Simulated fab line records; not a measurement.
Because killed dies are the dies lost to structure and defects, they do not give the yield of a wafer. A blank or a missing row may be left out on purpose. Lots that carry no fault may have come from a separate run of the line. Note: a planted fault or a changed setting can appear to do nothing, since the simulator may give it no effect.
Tool commonality check    flow sky130    Sampled: 12 lots, 45 wafers

WHAT PROMPTED THE OPENING
SKY_NWELL_TW_MEAS_26, reading NWELL_2_TW: flagged on 3 of 12 lots. Wafers without a fault read 496, standard deviation 7.
Rule: a lot is flagged in two cases, either no wafer of it has a number, or all its wafers with numbers fall more than 4 standard deviations from that mean. The other lots count as sound.

lot   measured      on            NWELL_2_TW, wafer by wafer  flag
L385  day 5 07:58   filmMetro-03  500 501 497                 
L386  day 5 13:20   filmMetro-03  503 503 501                 
L387  day 5 19:31   filmMetro-03  502 503 501                 
L388  day 5 23:07   filmMetro-04  607 609 607 609 606 609     FLAGGED
L389  day 6 13:40   filmMetro-04  606 604 607 602 602 606     FLAGGED
L396  day 8 02:58   filmMetro-04  603 604 605 605 605 600     FLAGGED
L395  day 8 03:34   filmMetro-02  502 501 502                 
L397  day 8 16:22   filmMetro-04  491 486 486                 
L399  day 9 16:41   filmMetro-04  490 493 490                 
L400  day 9 19:57   filmMetro-02  502 504 504                 
L403  day 10 01:44  filmMetro-02  499 499 502                 
L406  day 11 02:58  filmMetro-02  502 500 503                 
The numbers of the flagged lots are 605 on average: +109 against the usual, or +16 standard deviations.

EACH LOT AND THE TOOL IT RAN ON
The record keeps 1 process step preceding the reading, out of 708 steps on the route. Every cell lists first the tool, next ch and the chambers used by the sampled wafers, and last the start.
lot   flag     SKY_NWELL_IMPLANT_24
L385           implanter-01 ch 0, day 5 07:43
L386           implanter-03 ch 0, day 5 13:07
L387           implanter-01 ch 0, day 5 19:16
L388  FLAGGED  implanter-03 ch 0, day 5 22:24
L389  FLAGGED  implanter-03 ch 0, day 6 13:04
L396  FLAGGED  implanter-04 ch 0, day 8 02:25
L395           implanter-01 ch 0, day 8 03:20
L397           implanter-01 ch 0, day 8 16:08
L399           implanter-03 ch 0, day 9 16:28
L400           implanter-03 ch 0, day 9 19:44
L403           implanter-03 ch 0, day 10 01:29
L406           implanter-01 ch 0, day 11 02:44
What these steps do:
- SKY_NWELL_IMPLANT_24
- SKY_NWELL_TW_MEAS_26

FLAGGED OVER TOTAL, TOOL BY TOOL (the gauges that took the reading come last)
step                  tool          lots run  flagged  share of the flagged lots  sound lots run after its first flagged lot
SKY_NWELL_IMPLANT_24  implanter-01  5         0        none                       -
SKY_NWELL_IMPLANT_24  implanter-03  6         2        some                       3 (L399,L400,L403)
SKY_NWELL_IMPLANT_24  implanter-04  1         1        some                       0
SKY_NWELL_TW_MEAS_26  filmMetro-02  4         0        none                       -
SKY_NWELL_TW_MEAS_26  filmMetro-03  3         0        none                       -
SKY_NWELL_TW_MEAS_26  filmMetro-04  5         3        all                        2 (L397,L399)

WHAT THE TABLE PERMITS
In the table, 1 row covers all flagged lots: filmMetro-04 at SKY_NWELL_TW_MEAS_26.
- filmMetro-04 at SKY_NWELL_TW_MEAS_26 ran 5 lots, 3 of them flagged. Sound lots followed the first flagged one (L397, L399) on it, something a lasting fault affecting the whole tool could not allow.
There is no row in the table that ran each flagged lot and no sound lot after the first.

WHAT THE SIMULATOR HAD PUT IN
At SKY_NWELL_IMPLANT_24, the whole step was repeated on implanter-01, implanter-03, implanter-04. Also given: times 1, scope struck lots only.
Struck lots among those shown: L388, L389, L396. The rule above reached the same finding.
